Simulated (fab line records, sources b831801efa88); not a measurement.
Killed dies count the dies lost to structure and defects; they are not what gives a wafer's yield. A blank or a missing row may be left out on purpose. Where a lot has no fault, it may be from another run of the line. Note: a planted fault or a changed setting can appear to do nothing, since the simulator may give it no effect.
fab line records    flow sky130
record: lots: 5  wafers: 15  last_day: 50
route steps=708 shown CONTACT@417 METAL1@434 VIA1@458 PAD_OPEN@708
lots untouched by any fault: they come from a run of this same line in which no faults occurred
start_h: the number of hours between the record's first day and the start of the first shown wafer of the lot    wait_h: hours elapsed since this lot's preceding step    " same as the row above    L1.1+2: a row that stands for several wafers    - value missing, or start not given    * or withheld: withheld    < > ~ a bound
route shown NAME@n: names a module that has steps shown in the file, with the first one's number in the route    usual: the fault-free wafers' mean and standard deviation    same: alike in all rows    chamber/n: place in a boat    sites: the reading at each site    _std_site: the values' standard deviation    _edge_site: inner sites' mean taken away from outer sites' mean    radius_mm: how far each site lies from the wafer's centre    mask NAME#n: copy n    behind: the last tool/chamber to shape the wafer    hold: cause of the lot's hold/its duration in hours/its outcome    device: the transistor (n, p or np) that didn't switch    end of line: the tests these same wafers got at the end of their route    for a step that has no rows: nothing shown but its recipe    killed: dies that structure and defects cost at the first sort, which is not the same as the wafer's yield    map: dies across one wafer; x = killed, . = not, _ = none there
set.NAME: the setting that was run; set.NAME@STEP: the one run at that earlier step    model.NAME: the simulator's own value behind a step, which no gauge read
a table for each step, a row for each wafer; lots at some steps of the route
services: the hour from which a tool's chamber was out of use, counted from the record's first day as start_h (under 0 if before that day), plus the number of hours and why
== steps ==
step: SKY_CONTACT_EXPOSE_11
recipe: mask_id: CTM1  na: 0.8  source_shape: annular  sigma_inner: 0.55  sigma_outer: 0.85  target_cd_nm: 170  dose_mj: 38
step: SKY_CONTACT_PEB_12
recipe: peb_temp_c: withheld  peb_time_s: withheld  resist: KrF-thick
step: SKY_CONTACT_DEVELOP_13
recipe: develop_time_s: 60  resist: KrF-thick  dev_temp_c: 21
step: SKY_CONTACT_CD_MEAS_14
recipe: target_cd_nm: 170
usual: cd_nm: 170.2/1.4
lot.wafer  tool       chamber  start_h  wait_h  cd_nm
L606.1     cd_sem-01  -        738.27   -       172.2
L606.4     "          -        "        "       172.6
L606.5     "          -        "        "       172.8
L607.3     cd_sem-01  -        749.13   -       170.5
L607.4     "          -        "        "       169.8
L607.6     "          -        "        "       170.1
L608.3     cd_sem-02  -        765.71   -       170.4
L608.4     "          -        "        "       170.6
L608.5     "          -        "        "       171.8
L624.1     cd_sem-02  -        873.87   -       169.0
L624.2     "          -        "        "       170.2
L624.6     "          -        "        "       171.6
L625.1     cd_sem-02  -        888.14   -       170.4
L625.3     "          -        "        "       170.1
L625.5     "          -        "        "       169.8
step: SKY_CONTACT_OVL_MEAS_15
usual: CONTACT_OVL: 0/5.1
lot.wafer  tool        chamber  start_h  wait_h  CONTACT_OVL[nm]
L606.1     overlay-02  -        738.39   0.1     -4
L606.4     "           -        "        "       -2
L606.5     "           -        "        "       -6
L607.3     overlay-02  -        749.22   0.1     -2
L607.4     "           -        "        "       -3
L607.6     "           -        "        "       -1
L608.3     overlay-01  -        765.80   0.1     -7
L608.4     "           -        "        "       0
L608.5     "           -        "        "       -7
L624.1     overlay-01  -        873.99   0.1     9
L624.2     "           -        "        "       7
L624.6     "           -        "        "       6
L625.1     overlay-02  -        888.26   0.1     -5
L625.3     "           -        "        "       -2
L625.5     "           -        "        "       -4
step: SKY_CONTACT_ETCH_16
recipe: chemistry: N2/H2  target: BARC  ion_energy_ev: 200  source_w: 500  bias_w: 100  pressure_mtorr: 30  n2_flow_sccm: 100  h2_flow_sccm: 200  stop_on: SiO2  time_s: 45.9  target_depth_a: 600
step: SKY_CONTACT_ETCH_17
recipe: target: SiO2  chemistry: C4F8/O2/Ar  stop_on: Si3N4  mask_material: KrF-thick  source_w: 1500  bias_w: 1200  pressure_mtorr: 40  c4f8_flow_sccm: withheld  O2_flow_sccm: 6  Ar_flow_sccm: 300  time_s: withheld  target_depth_a: 3400
usual: bias_w: 1200/3.5  chamber_pressure_mTorr: 40.00/0.036  oes_product_au: 0.892/0.0049
lot.wafer  tool         chamber  start_h  wait_h  bias_w  chamber_pressure_mTorr  oes_product_au
L606.1     rie_diel-02  0        738.47   0.0     1193    39.96                   0.891
L606.4     "            1        "        "       1200    40.03                   0.903
L606.5     "            3        "        "       1198    40.01                   0.896
L607.3     rie_diel-04  0        749.29   0.0     1204    40.03                   0.895
L607.4     "            1        "        "       1192    40.00                   0.891
L607.6     "            1        "        "       1194    39.97                   0.889
L608.3     rie_diel-02  2        765.87   0.0     1198    40.04                   0.898
L608.4     "            0        "        "       1196    39.98                   0.893
L608.5     "            3        "        "       1195    39.98                   0.891
L624.1     rie_diel-01  3        874.07   0.0     1197    39.98                   0.893
L624.2     "            2        "        "       1193    40.02                   0.900
L624.6     "            1        "        "       1200    39.96                   0.897
L625.1     rie_diel-04  3        888.34   0.0     1202    40.06                   0.888
L625.3     "            1        "        "       1202    40.02                   0.887
L625.5     "            1        "        "       1203    39.98                   0.893
step: SKY_CONTACT_ETCH_18
recipe: target: Si3N4  chemistry: CHF3/O2  stop_on: TiN  source_w: 600  bias_w: 194.5  pressure_mtorr: 40  chf3_flow_sccm: 50  O2_flow_sccm: 5  time_s: 39  target_depth_a: 750
step: SKY_CONTACT_STRIP_19
recipe: chemistry: O2/N2  power_w: 1400  pressure_mtorr: 1500  platen_temp_c: withheld  o2_flow_sccm: 3000  n2_flow_sccm: 300  overash_fraction: 0.5
step: SKY_CONTACT_STRIP_20
recipe: chemistry: post_etch_residue_remover  time_s: 1200  temp_c: 72.5
step: SKY_CONTACT_CLEAN_21
recipe: chemistry: IPA  time_s: 180  temp_c: 25
step: SKY_CONTACT_CLEAN_22
recipe: chemistry: O3/DIW  dry: n2_spin
step: SKY_CONTACT_SPUTTER_23
recipe: material: TiN  target_thk_nm: 20  chamber_pressure_pa: 5  power_w: 4000  time_s: 80
usual: throttle_valve_pct: 30.0/1.4
lot.wafer  tool            chamber  start_h  wait_h  throttle_valve_pct
L606.1     pvd_sputter-04  -        739.20   0.0     28.4
L606.4     "               -        "        "       30.7
L606.5     "               -        "        "       28.2
L607.3     pvd_sputter-04  -        750.01   0.0     28.3
L607.4     "               -        "        "       30.8
L607.6     "               -        "        "       28.3
L608.3     pvd_sputter-01  -        766.55   0.0     30.0
L608.4     "               -        "        "       29.4
L608.5     "               -        "        "       29.5
L624.1     pvd_sputter-01  -        874.75   0.0     29.7
L624.2     "               -        "        "       29.3
L624.6     "               -        "        "       29.5
L625.1     pvd_sputter-03  -        889.05   0.0     32.0
L625.3     "               -        "        "       29.2
L625.5     "               -        "        "       31.8
step: SKY_CONTACT_CVD_24
recipe: material: W  target_thk_nm: 340  time_s: 102.12  temp_c: 400  pressure_torr: 40
usual: heater_power_w: 878/25
lot.wafer  tool      chamber  start_h  wait_h  heater_power_w
L606.1     cvd_w-01  1        739.26   0.0     858
L606.4     "         1        "        "       859
L606.5     "         1        "        "       869
L607.3     cvd_w-01  1        750.11   0.1     853
L607.4     "         0        "        "       878
L607.6     "         0        "        "       848
L608.3     cvd_w-01  0        766.65   0.1     869
L608.4     "         1        "        "       863
L608.5     "         1        "        "       844
L624.1     cvd_w-01  1        874.81   0.0     869
L624.2     "         0        "        "       858
L624.6     "         0        "        "       868
L625.1     cvd_w-02  1        889.11   0.0     897
L625.3     "         1        "        "       904
L625.5     "         0        "        "       932
step: SKY_CONTACT_RS_MEAS_25
recipe: thk_meas_gauge: four-point-probe  reads: W_of_CONTACT_CVD_24+TiN_of_CONTACT_SPUTTER_23
usual: CONTACT_W_RS: 0.337/0.0046
lot.wafer  tool           chamber  start_h  wait_h  CONTACT_W_RS[ohm/sq]
L606.1     film_metro-02  -        739.37   0.1     0.335
L606.4     "              -        "        "       0.340
L606.5     "              -        "        "       0.337
L607.3     film_metro-02  -        750.22   0.1     0.343
L607.4     "              -        "        "       0.339
L607.6     "              -        "        "       0.339
L608.3     film_metro-02  -        766.76   0.1     0.339
L608.4     "              -        "        "       0.337
L608.5     "              -        "        "       0.339
L624.1     film_metro-04  -        874.92   0.1     0.337
L624.2     "              -        "        "       0.336
L624.6     "              -        "        "       0.337
L625.1     film_metro-04  -        889.22   0.1     0.345
L625.3     "              -        "        "       0.343
L625.5     "              -        "        "       0.343
step: SKY_CONTACT_THK_MEAS_26
recipe: thk_meas_gauge: xrf  reads: W_of_CONTACT_CVD_24
usual: CONTACT_W_THK: 331/6
lot.wafer  tool           chamber  start_h  wait_h  CONTACT_W_THK[nm]
L606.1     film_metro-02  -        739.49   0.1     326
L606.4     "              -        "        "       324
L606.5     "              -        "        "       325
L607.3     film_metro-02  -        750.32   0.1     322
L607.4     "              -        "        "       326
L607.6     "              -        "        "       324
L608.3     film_metro-02  -        766.86   0.1     323
L608.4     "              -        "        "       325
L608.5     "              -        "        "       325
L624.1     film_metro-04  -        875.04   0.1     333
L624.2     "              -        "        "       334
L624.6     "              -        "        "       330
L625.1     film_metro-04  -        889.34   0.1     332
L625.3     "              -        "        "       333
L625.5     "              -        "        "       331
step: SKY_CONTACT_CMP_27
recipe: stop_on: SiO2  t_overpolish_s: 15  down_force_psi: 3.5  platen_rpm: 60  target_thk_nm: 0  pad_velocity_m_s: 0.94248
usual: motor_current_A: 11.0/0.76  overpolish_run_s: 15.001/0.0088  time_to_endpoint_s: 83.0/2.8
lot.wafer  tool    chamber  start_h  wait_h  motor_current_A  overpolish_run_s  time_to_endpoint_s
L606.1     cmp-01  2        739.55   0.1     11.4             14.979            82.7
L606.4     "       1        "        "       11.4             14.993            82.8
L606.5     "       2        "        "       11.3             14.995            80.6
L607.4     cmp-01  0        750.36   0.0     11.4             14.996            84.8
L607.3     "       2        "        "       11.7             15.002            81.5
L607.6     "       0        "        "       11.4             14.998            83.7
L608.3     cmp-02  0        766.90   0.0     11.3             14.993            83.9
L608.4     "       1        "        "       10.8             15.006            82.5
L608.5     "       1        "        "       10.4             15.002            80.0
L624.2     cmp-01  0        875.20   0.1     10.9             14.990            85.5
L624.1     "       1        "        "       10.6             15.006            83.2
L624.6     "       2        "        "       10.8             15.005            80.6
L625.3     cmp-02  0        889.45   0.1     11.1             15.012            79.6
L625.1     "       2        "        "       12.2             15.001            76.4
L625.5     "       0        "        "       11.0             14.986            77.5
step: SKY_METAL1_SPUTTER_00
recipe: material: Ti  target_thk_nm: 15  power_w: 3000  time_s: 10  chamber_pressure_pa: 0.4
step: SKY_METAL1_SPUTTER_01
recipe: material: TiN  target_thk_nm: 20  power_w: 6500  time_s: 16.7  chamber_pressure_pa: 0.4
step: SKY_METAL1_SPUTTER_02
recipe: material: AlCu  target_thk_nm: 250  power_w: 10600  time_s: 13.3  chamber_pressure_pa: 0.4
step: SKY_METAL1_SPUTTER_03
recipe: material: Ti  target_thk_nm: 5  power_w: 3000  time_s: 3.3  chamber_pressure_pa: 0.4
step: SKY_METAL1_SPUTTER_04
recipe: material: TiN  target_thk_nm: 70  power_w: 6500  time_s: 58.3  chamber_pressure_pa: 0.4
step: SKY_METAL1_RS_MEAS_05
recipe: thk_meas_gauge: four-point-probe  reads: TiN_of_METAL1_SPUTTER_04+Ti_of_METAL1_SPUTTER_03+AlCu_of_METAL1_SPUTTER_02+TiN_of_METAL1_SPUTTER_01+Ti_of_METAL1_SPUTTER_00
usual: METAL1_ALCU_RS: 0.1268/0.0012
lot.wafer  tool           chamber  start_h  wait_h  METAL1_ALCU_RS[ohm/sq]
L606.1     film_metro-02  -        739.99   0.0     0.1244
L606.4     "              -        "        "       0.1236
L606.5     "              -        "        "       0.1240
L607.3     film_metro-01  -        750.84   0.1     0.1278
L607.4     "              -        "        "       0.1270
L607.6     "              -        "        "       0.1284
L608.3     film_metro-03  -        767.38   0.1     0.1266
L608.4     "              -        "        "       0.1264
L608.5     "              -        "        "       0.1266
L624.1     film_metro-03  -        875.54   0.0     0.1284
L624.2     "              -        "        "       0.1278
L624.6     "              -        "        "       0.1274
L625.1     film_metro-03  -        889.84   0.0     0.1258
L625.3     "              -        "        "       0.1260
L625.5     "              -        "        "       0.1252
step: SKY_METAL1_THK_MEAS_06
recipe: thk_meas_gauge: xrf  reads: AlCu_of_METAL1_SPUTTER_02
usual: METAL1_ALCU_THK: 249.5/2.6
lot.wafer  tool           chamber  start_h  wait_h  METAL1_ALCU_THK[nm]
L606.1     film_metro-02  -        740.11   0.1     254.7
L606.4     "              -        "        "       257.3
L606.5     "              -        "        "       254.9
L607.3     film_metro-01  -        750.94   0.1     245.8
L607.4     "              -        "        "       246.8
L607.6     "              -        "        "       246.0
L608.3     film_metro-03  -        767.48   0.1     250.8
L608.4     "              -        "        "       251.4
L608.5     "              -        "        "       250.2
L624.1     film_metro-03  -        875.66   0.1     249.5
L624.2     "              -        "        "       249.8
L624.6     "              -        "        "       248.2
L625.1     film_metro-03  -        889.96   0.1     249.8
L625.3     "              -        "        "       250.4
L625.5     "              -        "        "       251.6
step: SKY_METAL1_DEHYDRATE_07
recipe: temp_c: 200  time_s: 60
step: SKY_METAL1_HMDS_08
recipe: prime_time_s: 60  prime_temp_c: 120
step: SKY_METAL1_COAT_09
recipe: resist: BARC  temp_c: withheld  time_s: withheld  spin_rpm: 3000  resist_thk_nm: 60
step: SKY_METAL1_COAT_10
recipe: resist: KrF-thick  spin_rpm: 3000  resist_thk_nm: 450
step: SKY_METAL1_SOFTBAKE_11
recipe: temp_c: 100  time_s: 93.86  resist: KrF-thick
usual: plate_sensor_t_centre_C: 100.88/0.011  plate_sensor_t_edge_C: 100.95/0.01  softbake_temp_c: 99.97/0.12
lot.wafer  tool            chamber  start_h  wait_h  plate_sensor_t_centre_C  plate_sensor_t_edge_C  softbake_temp_c
L606.1     litho_track-02  0        -        -       100.88                   100.94                 100.09
L606.4     "               0        "        "       100.91                   100.96                 100.04
L606.5     "               0        "        "       100.90                   100.96                 100.08
L607.3     litho_track-02  0        -        -       100.88                   100.93                 99.86
L607.4     "               0        "        "       100.88                   100.94                 99.81
L607.6     "               0        "        "       100.88                   100.95                 99.97
L608.3     litho_track-02  0        -        -       100.88                   100.96                 99.87
L608.4     "               0        "        "       100.88                   100.96                 99.88
L608.5     "               0        "        "       100.87                   100.94                 99.94
L624.1     litho_track-04  0        -        -       100.87                   100.94                 99.90
L624.2     "               0        "        "       100.87                   100.95                 99.96
L624.6     "               0        "        "       100.89                   100.95                 99.93
L625.1     litho_track-04  0        -        -       100.89                   100.97                 100.01
L625.3     "               0        "        "       100.88                   100.96                 100.18
L625.5     "               0        "        "       100.88                   100.96                 100.11
step: SKY_METAL1_EXPOSE_12
recipe: mask_id: MM1  na: 0.8  source_shape: annular  sigma_inner: 0.55  sigma_outer: 0.85  target_cd_nm: 140  dose_mj: 28
step: SKY_METAL1_PEB_13
recipe: peb_temp_c: withheld  peb_time_s: withheld  resist: KrF-thick
step: SKY_METAL1_DEVELOP_14
recipe: develop_time_s: 60  resist: KrF-thick  dev_temp_c: 21
step: SKY_METAL1_CD_MEAS_15
recipe: target_cd_nm: 140
usual: cd_nm: 140.0/1.8
lot.wafer  tool       chamber  start_h  wait_h  cd_nm
L606.1     cd_sem-01  -        767.06   -       139.8
L606.4     "          -        "        "       139.4
L606.5     "          -        "        "       138.9
L607.3     cd_sem-01  -        778.11   -       142.2
L607.4     "          -        "        "       143.8
L607.6     "          -        "        "       142.3
L608.3     cd_sem-01  -        794.77   -       139.2
L608.4     "          -        "        "       138.3
L608.5     "          -        "        "       138.0
L624.1     cd_sem-01  -        901.36   -       142.0
L624.2     "          -        "        "       144.2
L624.6     "          -        "        "       143.6
L625.1     cd_sem-01  -        915.27   -       139.9
L625.3     "          -        "        "       138.9
L625.5     "          -        "        "       140.5
step: SKY_METAL1_OVL_MEAS_16
usual: METAL1_OVL: -4/6
lot.wafer  tool        chamber  start_h  wait_h  METAL1_OVL[nm]
L606.1     overlay-01  -        767.18   0.1     -6
L606.4     "           -        "        "       -16
L606.5     "           -        "        "       -14
L607.3     overlay-02  -        778.20   0.1     1
L607.4     "           -        "        "       -6
L607.6     "           -        "        "       -9
L608.3     overlay-01  -        794.86   0.1     -2
L608.4     "           -        "        "       -2
L608.5     "           -        "        "       -3
L624.1     overlay-02  -        901.48   0.1     -9
L624.2     "           -        "        "       -7
L624.6     "           -        "        "       -8
L625.1     overlay-01  -        915.39   0.1     2
L625.3     "           -        "        "       3
L625.5     "           -        "        "       0
step: SKY_METAL1_DESCUM_17
recipe: chemistry: O2  source_power_w: 150  bias_power_w: 0  pressure_mtorr: 10  temp_c: 40  time_s: 8
usual: chamber_pressure_mTorr: 10.002/0.0094  drypump_motor_current_A: 5.9/0.63  oes_product_au: 0.998/0.0089
lot.wafer  tool          chamber  start_h  wait_h  chamber_pressure_mTorr  drypump_motor_current_A  oes_product_au  rf_hours_counter_h
L606.1     rie_metal-01  1        767.22   0.0     9.974                   5.4                      0.999           15
L606.4     "             0        "        "       9.997                   6.4                      1.000           -
L606.5     "             0        "        "       9.985                   6.4                      0.993           -
L607.3     rie_metal-01  1        778.24   0.0     10.004                  5.4                      1.005           -
L607.4     "             0        "        "       10.013                  6.4                      0.995           -
L607.6     "             1        "        "       9.999                   5.4                      1.016           -
L608.3     rie_metal-01  0        794.89   0.0     10.000                  6.4                      0.988           -
L608.4     "             1        "        "       10.002                  5.4                      1.001           -
L608.5     "             1        "        "       10.000                  5.4                      0.999           -
L624.1     rie_metal-04  0        901.52   0.0     9.994                   6.4                      1.004           7
L624.2     "             1        "        "       10.000                  5.7                      1.016           13
L624.6     "             0        "        "       9.997                   6.5                      0.995           -
L625.1     rie_metal-01  1        915.43   0.0     9.997                   5.4                      0.980           3
L625.3     "             0        "        "       10.003                  6.4                      0.991           -
L625.5     "             1        "        "       10.020                  5.4                      0.991           -
step: SKY_METAL1_ETCH_18
recipe: chemistry: N2/H2  target: BARC  ion_energy_ev: 200  bias_w: 100  pressure_mtorr: 30  n2_flow_sccm: 100  h2_flow_sccm: 200  icp_w: 500  stop_on: SiO2  time_s: 45.9  target_depth_a: 600
step: SKY_METAL1_METAL_ETCH_19
recipe: target_depth_a: 3600  stop_on: SiO2  over_etch_frac: 0.3  time_s: 78  chemistry: Cl2/BCl3  resist_sidewall_deg: 88  pressure_mtorr: 10  icp_w: 900  bias_w: 48.5  Cl2_flow_sccm: 60  bcl3_flow_sccm: 30
step: SKY_METAL1_STRIP_20
recipe: chemistry: O2/N2  power_w: 1400  pressure_mtorr: 1500  platen_temp_c: withheld  o2_flow_sccm: 3000  n2_flow_sccm: 300  overash_fraction: 0.5
step: SKY_METAL1_STRIP_21
recipe: chemistry: post_etch_residue_remover  time_s: 1200  temp_c: 72.5
step: SKY_METAL1_CLEAN_22
recipe: chemistry: IPA  time_s: 180  temp_c: 25
step: SKY_METAL1_CLEAN_23
recipe: chemistry: O3/DIW  dry: n2_spin
step: SKY_VIA1_HDPCVD_00
recipe: material: SiO2  target_thk_nm: 1030  sigma_open_frac: 0.3  time_s: 171.7  temp_c: 400  sih4_flow_sccm: 60  pressure_mtorr: 6
step: SKY_PAD_OPEN_PROBE_99
usual: killed_at_M0_to_M3: 43/6.5  killed_at_M4_up: 3.2/1.9  killed_at_contacts: 25/5.5  killed_at_front_end: 14/4.2  killed_at_other: 0.2/0.44  killed_dies: 85/8.5  killed_on_rim: 16/3.3  killed_open: 47/7  killed_short: 39/6.3
same: gross_dies: 492  killed_at_back_side: 0
lot.wafer  tool       chamber  start_h  wait_h  killed_at_M0_to_M3  killed_at_M4_up  killed_at_contacts  killed_at_front_end  killed_at_other  killed_dies  killed_on_rim  killed_open  killed_short
L606.1     prober-02  -        1082.15  0.1     46                  2                26                  15                   0                89           16             42           47
L606.4     prober-02  -        1082.30  0.2     40                  3                25                  21                   0                89           16             41           48
L606.5     prober-02  -        1082.35  0.2     39                  2                19                  15                   0                75           16             45           30
L624.1     prober-02  -        1181.89  0.1     42                  8                28                  6                    0                84           11             40           44
L624.2     prober-02  -        1181.94  0.1     45                  2                40                  16                   1                104          30             49           40
L624.6     prober-02  -        1182.14  0.2     32                  2                48                  12                   0                94           20             45           32
L625.1     prober-01  -        1189.80  0.1     52                  2                31                  15                   0                100          11             57           43
L625.3     prober-01  -        1189.90  0.2     39                  4                31                  23                   0                97           20             47           50
L625.5     prober-01  -        1190.00  0.2     41                  0                22                  15                   0                78           13             51           27
killed by level:class
L606.1 VIA1:geometric_particle:open=10 CONTACT:geometric_particle:short=9 METAL1:geometric_particle:short=7 LOCAL_INTERCONNECT:geometric_particle:short=7 CONTACT:geometric_particle:open=6 METAL2:geometric_particle:short=6 VIA2:geometric_particle:open=6 VIA3:geometric_particle:open=6
L606.4 CONTACT:geometric_particle:open=9 VIA1:geometric_particle:open=9 FIELD_ISO:geometric_particle:short=7 VIA1:geometric_particle:short=7 CONTACT:geometric_particle:short=6 METAL3:geometric_particle:short=6 FIELD_ISO:geometric_particle:open=5 LI_CONTACT:geometric_particle:open=5
L606.5 VIA3:geometric_particle:open=10 LI_CONTACT:geometric_particle:open=7 POLY_GATE:geometric_particle:open=6 VIA2:geometric_particle:open=6 CONTACT:geometric_particle:open=6 METAL2:geometric_particle:short=5 VIA1:geometric_particle:open=4 CONTACT:geometric_particle:short=3
L624.1 VIA1:geometric_particle:open=11 CONTACT:geometric_particle:open=7 METAL1:geometric_particle:short=7 LI_CONTACT:geometric_particle:open=6 LOCAL_INTERCONNECT:geometric_particle:short=6 METAL4:geometric_particle:short=6 CONTACT:geometric_particle:short=5 VIA3:geometric_particle:short=4
L624.2 CONTACT:unspecified=15 VIA1:geometric_particle:open=12 CONTACT:geometric_particle:open=11 FIELD_ISO:geometric_particle:short=6 METAL1:geometric_particle:short=6 METAL2:geometric_particle:short=6 VIA3:geometric_particle:open=5 METAL3:geometric_particle:short=5
L624.6 CONTACT:unspecified=17 CONTACT:geometric_particle:open=15 VIA1:geometric_particle:open=9 LI_CONTACT:geometric_particle:open=7 METAL2:geometric_particle:short=6 VIA2:geometric_particle:short=6 CONTACT:geometric_particle:short=5 POLY_GATE:geometric_particle:short=3
L625.1 VIA1:geometric_particle:open=11 CONTACT:geometric_particle:open=10 VIA2:geometric_particle:open=10 LI_CONTACT:geometric_particle:open=8 VIA3:geometric_particle:open=7 CONTACT:geometric_particle:short=6 VIA1:geometric_particle:short=6 POLY_GATE:geometric_particle:short=5
L625.3 VIA1:geometric_particle:open=9 CONTACT:geometric_particle:open=8 METAL1:geometric_particle:short=7 FIELD_ISO:geometric_particle:short=6 LI_CONTACT:geometric_particle:open=6 METAL2:geometric_particle:short=6 POLY_GATE:geometric_particle:open=5 POLY_GATE:geometric_particle:short=5
L625.5 VIA1:geometric_particle:open=14 LI_CONTACT:geometric_particle:open=8 CONTACT:geometric_particle:open=8 FIELD_ISO:geometric_particle:open=7 VIA3:geometric_particle:open=6 FIELD_ISO:geometric_particle:short=4 VIA2:geometric_particle:open=4 POLY_GATE:geometric_particle:short=3
map L624.2 (x killed, . not)
__________x......x.x_________
________.........x.xxx_______
______xx.....x......xxxx_____
_____.........x......xxxx____
____.xx.xx....xx....x.x..x___
___..........x....x.......x__
__..x..x..x.......x........x_
_xx......x.............x.....
_x...x...x.......x.x......xx.
_xx.....................x....
_..xx.....xx..x...........xxx
_..x.......x.xxx............x
_..x........xx..x...xx.......
_.xx...xx............xx......
_.....x...........x..x.x.....
__......x..........xx...x..._
___....x.x.................__
____...x............x.....___
_____.......xx.........x.____
______...x.xx..x..x.x.x._____
________.x..x........x_______
__________....x.xx.._________
map L608.5 (x killed, . not)
__________...x.....x_________
________x...x.x......._______
______.x..............x._____
_____..x.....x.x.....x...____
____x..xx..x.xx..x........___
___.x.......x.xx..x.x...x.x__
__..........x....xx.x....x.._
_.xx..x.......x.............x
_....x...x.x.x..x.....xx.xx..
_...........x..x.........x...
_............x...............
_x.xx..x...x........x........
_x.xx..x..x...........xx...x.
_.x..x..x................xx.x
_...............x........x.x.
__.xx.....x.....x..........._
___...x..x....x....xx..x...__
____..x...........xx......___
_____................x.x.____
______x.........x...xx.._____
________x...........xx_______
__________....x.x..._________
== services ==
tool            chamber  start_h  hours  kind
rie_diel-04     3        719.08   12.9   repair
pvd_sputter-03  -        737.93   0.9    repair
cvd_w-02        -        738.51   0.3    repair
rie_diel-04     -        739.98   1.1    repair
cmp-01          -        742.32   1.1    repair
cmp-02          -        744.00   4.0    pm
pvd_sputter-01  -        745.35   6.2    repair
cvd_w-02        -        745.62   1.6    repair
rie_diel-04     2        752.87   26.1   repair
pvd_sputter-03  -        761.31   1.0    repair
rie_diel-02     -        762.29   1.6    repair
cmp-02          -        765.91   0.8    repair
cmp-01          -        769.96   4.0    pm
cmp-02          -        774.87   0.8    repair
rie_diel-02     -        775.32   0.4    repair
pvd_sputter-04  -        798.90   3.5    repair
pvd_sputter-04  -        803.31   2.1    repair
cmp-02          -        808.67   1.2    repair
rie_metal-01    0        818.11   8.5    repair
cvd_w-02        1        824.78   15.4   repair
pvd_sputter-04  -        873.00   7.7    repair
rie_metal-01    -        875.60   3.3    repair
rie_diel-02     1        892.96   12.4   repair
cmp-01          -        912.05   4.0    pm
== key ==
first_sign: step: SKY_PAD_OPEN_PROBE_99  reading: killed_at_contacts  direction: up  sigmas: 3.5  usual: 25  struck: 44
effect: step: SKY_PAD_OPEN_PROBE_99  reading: killed_on_rim  direction: up  sigmas: 2.6  usual: 16  struck: 25
met_at SKY_CONTACT_SPUTTER_23
struck_wafers L624.2,L624.6
tester_left_out L624
onset_between 766.55 874.75
fault: kind: chamber_particle_source  tool: pvd_sputter-01  chamber: -  onset_h: 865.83  steps: SKY_CONTACT_SPUTTER_23  rate_per_visit_cm2: 0.82154  end_h: 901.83  scope: struck_wafers_only
tester_left_out: of these lots the tester's yield and bins aren't shown, on N5 and GAA mostly nor the transistor test; their killed dies are dies lost to structure and defects alone, not to doping, threshold or leakage, so they don't give the yield
